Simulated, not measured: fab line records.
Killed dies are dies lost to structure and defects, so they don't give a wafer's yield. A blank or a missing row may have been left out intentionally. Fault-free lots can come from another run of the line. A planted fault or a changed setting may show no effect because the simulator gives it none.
A lot that was struck, set against a sound lot	flow sky130	21 steps out of a route of 708
Sound: these wafers, L649.1, L649.2, L649.3. The struck wafers were L653.1, L653.3, L653.4. The cause is named last.
Per side, at each step with rows, come the tool, then ch with its chambers, and then its first start. Under that, the readings that differ: sound wafers	struck wafers	difference of the means	sigmas: that difference in standard deviations of wafers without a fault.
alike: a reading whose means differ by less than 2 such deviations, as well as words and numbers matching on both sides. not compared: withheld readings; readings where some wafer has no value; bounds like >300 that might hide an equal value; numbers whose values overlap and for which the record gives no deviation.
The two part at a step that has a row with sigmas, a row that says differs or no value, or rows on one side only. Non-overlapping numbers with no deviation appear without sigmas and do not part them. A reading missing from all wafers of one side parts the sides only when that side holds two or more wafers.

first, 4 steps without rows for these wafers: SKY_RES_XHIGH_EXPOSE_04 (exposes mask URPM, target cd 1270 nm); SKY_RES_XHIGH_PEB_05; SKY_RES_XHIGH_DEVELOP_06 (develop time 60 s); SKY_RES_XHIGH_IMPLANT_07.
SKY_RES_XHIGH_STRIP_08: strips in O2/N2.
  sound on plasma asher-04 ch 0,1, day 30 08:28; struck on plasma asher-01 ch 0,1, day 31 20:23
  alike: drypump motor current A, oes product au, strip time to endpoint s
  not compared: rf hours counter h
SKY_RES_XHIGH_TW_MEAS_09:
  sound: film metro-01 at day 30 08:34; struck: film metro-04 at day 31 20:29
  alike: RES_XHIGH_TW
then, 6 steps without rows for these wafers: SKY_SD_N_DEHYDRATE_00 (time 60 s); SKY_SD_N_HMDS_01 (prime time 60 s); SKY_SD_N_COAT_02 (resist thk 1140 nm); SKY_SD_N_SOFTBAKE_03 (time 60 s); SKY_SD_N_EXPOSE_04 (exposes mask NSDM, target cd 380 nm); SKY_SD_N_PEB_05.
SKY_SD_N_DEVELOP_06: develop time 60 s.
  sound on litho track-01 ch 0, day 31 10:58; struck on litho track-04 ch 0, day 32 22:09
SKY_SD_N_CD_MEAS_07 targets a cd of 380 nm.
  sound: cd sem-01 at day 31 11:07; struck: cd sem-01 at day 32 22:18
reading	sound	struck	difference	sigmas
cd nm (nm)	382.7 383.9 382.3	- - -	no value on the struck wafers	
SKY_SD_N_OVL_MEAS_08:
  sound: overlay-01 at day 31 11:14; struck: overlay-01 at day 32 22:25
reading	sound	struck	difference	sigmas
SD_N_OVL (nm)	3.2 0.3 1.9	- - -	no value on the struck wafers	
then, 2 steps without rows for these wafers: SKY_SD_N_IMPLANT_09; SKY_SD_N_IMPLANT_10.
SKY_SD_N_STRIP_11: strips in O2/N2.
  sound on plasma asher-03 ch 0,1, day 31 11:34; struck on plasma asher-01 ch 0,1, day 32 22:45
  alike: drypump motor current A, oes product au, strip time to endpoint s
  not compared: rf hours counter h
SKY_SD_N_TW_MEAS_12:
  sound: film metro-04 at day 31 11:40; struck: film metro-01 at day 32 22:51
reading	sound	struck	difference	sigmas
SD_N_TW	3945 3947 3952	30 30 30	-3918	-98
then, 1 step without rows for these wafers: SKY_SD_N_CLEAN_13 (cleans in SC1/SC2, time 150 s).
-- a jump in the record: the struck wafers' starts before and after are 16 days apart (it breaks off in module SD_N and resumes in module PAD_OPEN, where the first step shown is number 708 of the route) --
SKY_PAD_OPEN_PROBE_99:
  sound: prober-02 at day 48 10:58; struck: prober-01 at day 49 10:17
reading	sound	struck	difference	sigmas
killed at front end	15 17 11	430 404 430	+407	+99 or more
killed dies	92 87 72	492 492 492	+408	+43
killed on rim	14 16 16	96 96 96	+81	+20
  alike: killed_at_M0_to_M3, killed_at_M4_up, killed at contacts, killed at other, killed open, killed short

== WHERE THEY PART ==
Earliest at SKY_SD_N_CD_MEAS_07; latest, in this record, at SKY_PAD_OPEN_PROBE_99.

WHY: what had been put in by the simulator
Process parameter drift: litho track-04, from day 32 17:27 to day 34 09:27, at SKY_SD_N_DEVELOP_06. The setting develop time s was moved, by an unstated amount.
